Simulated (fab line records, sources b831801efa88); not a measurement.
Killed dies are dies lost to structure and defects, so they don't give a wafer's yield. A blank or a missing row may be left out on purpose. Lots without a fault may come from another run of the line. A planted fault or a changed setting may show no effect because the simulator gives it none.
A struck lot beside a sound one | flow sky130 | 16 steps out of a route of 708
Sound: wafers L648.2, L648.4, L648.6. Struck: wafers L633.1, L633.2, L633.3. The cause comes at the end.
At each step with rows: each side's tool, then ch and its chambers, then its first start. Under that, the readings that differ: sound wafers | struck wafers | difference of the means | sigmas: that difference in standard deviations of wafers without a fault.
alike: readings whose means differ by less than 2 such deviations, and words and numbers that are the same on both sides. not compared: withheld readings, readings that some wafer has no value for, bounds like >300 that may hide the same value, and numbers for which the record gives no deviation and whose values overlap.
The two part at a step that has a row with sigmas, a row that says differs or no value, or rows on one side only. Numbers that don't overlap but have no deviation are shown without sigmas and don't part them. A reading that every wafer of one side lacks parts them only if that side has two wafers or more.

first, 7 steps without rows for these wafers: SKY_METAL3_HMDS_06 (prime time 60 s); SKY_METAL3_COAT_07 (resist thk 60 nm); SKY_METAL3_COAT_08 (resist thk 1140 nm); SKY_METAL3_SOFTBAKE_09 (time 90 s); SKY_METAL3_EXPOSE_10 (exposes mask MM3, target cd 300 nm); SKY_METAL3_PEB_11; SKY_METAL3_DEVELOP_12 (develop time 60 s).
SKY_METAL3_CD_MEAS_13: target cd 300 nm.
  sound on cd_sem-01, day 44 02:34; struck on cd_sem-02, day 38 15:05
  alike: cd_nm
SKY_METAL3_OVL_MEAS_14:
  sound on overlay-02, day 44 02:40; struck on overlay-01, day 38 15:12
  alike: METAL3_OVL
SKY_METAL3_DESCUM_15: chemistry O2, time 8 s.
  sound on rie_metal-03 ch 0, day 44 02:42; struck on rie_metal-02 ch 0,1, day 38 15:14
  reading               | sound             | struck            | difference | sigmas
  oes_product_au (a.u.) | 1.009 0.999 0.992 | 0.989 0.978 0.970 | -0.021     | -2
  alike: drypump_motor_current_A
  not compared: rf_hours_counter_h
SKY_METAL3_ETCH_16: etches BARC in N2/H2, stops on SiO2, time 88.2 s, target depth 60 nm.
  sound on rie_metal-03 ch 0, day 44 02:44; struck on rie_metal-02 ch 0,1, day 38 15:16
  alike: drypump_motor_current_A, oes_product_au, throttle_valve_pct
  not compared: rf_hours_counter_h
SKY_METAL3_ETCH_17: etches SiO2 in C4F8/O2/Ar, stops on TiN, time 3.9 s, target depth 15 nm.
  sound on rie_diel-02 ch 1,3, day 44 02:50; struck on rie_diel-02 ch 0,1,3, day 38 15:22
  alike: oes_product_au
  not compared: rf_hours_counter_h
SKY_METAL3_METAL_ETCH_18: etches the open film in Cl2/BCl3, stops on SiO2, target depth 845 nm, time 183.1 s.
  sound on rie_metal-02 ch 0,1, day 44 02:51; struck on rie_metal-03 ch 0,1, day 38 15:23
  reading                                       | sound             | struck            | difference | sigmas
  model.KrF-thick_of_METAL3_COAT_08.thk_nm (nm) | 531.8 534.7 533   | 189.3 200.6 205   | -334.9     |
  model.METAL3.cd_nm (nm)                       | 296.4 308.3 304.3 | 268.6 265.2 265.7 | -36.5      |
  model.SiO2_of_VIA2_HDPCVD_00.thk_nm (nm)      | 466 466.7 466.7   | 450.2 448.8 450.3 | -16.7      |
  alike: drypump_motor_current_A, oes_product_au, throttle_valve_pct
  not compared: rf_hours_counter_h
SKY_METAL3_STRIP_19: strips in O2/N2.
  sound on plasma_asher-04 ch 0,1, day 44 03:01; struck on plasma_asher-03 ch 0,1, day 38 15:34
  reading                      | sound             | struck            | difference | sigmas
  oes_product_au (a.u.)        | 0.498 0.510 0.504 | 0.358 0.359 0.363 | -0.144     | -27
  strip_time_to_endpoint_s (s) | 6.58 6.62 6.58    | 3.03 3.17 3.21    | -3.46      | -52
  alike: drypump_motor_current_A
  not compared: rf_hours_counter_h
then, 1 step without rows for these wafers: SKY_METAL3_STRIP_20 (strips in post etch residue remover, time 1200 s).
-- the record jumps here: 7 days lie between the struck wafers' starts before and after (it left off in module METAL3 and takes up again in module PAD_OPEN, whose first step shown is number 708 of the route) --
SKY_PAD_OPEN_PROBE_99:
  sound on prober-01, day 50 07:05; struck on prober-01, day 45 20:41
  reading                        | sound             | struck               | difference | sigmas
  model.etest.met3.width_nm (nm) | 295.4 309.8 305.4 | 268.4 268.1 264.6    | -36.5      |
  model.etest.met3.line_ohm_um   | 0.1435 0.14 0.139 | 0.1575 0.1605 0.1623 | +0.0193    |

WHERE THEY PART
First at SKY_METAL3_DESCUM_15; last, within this record, at SKY_METAL3_STRIP_19.

WHY: what the simulator had put in
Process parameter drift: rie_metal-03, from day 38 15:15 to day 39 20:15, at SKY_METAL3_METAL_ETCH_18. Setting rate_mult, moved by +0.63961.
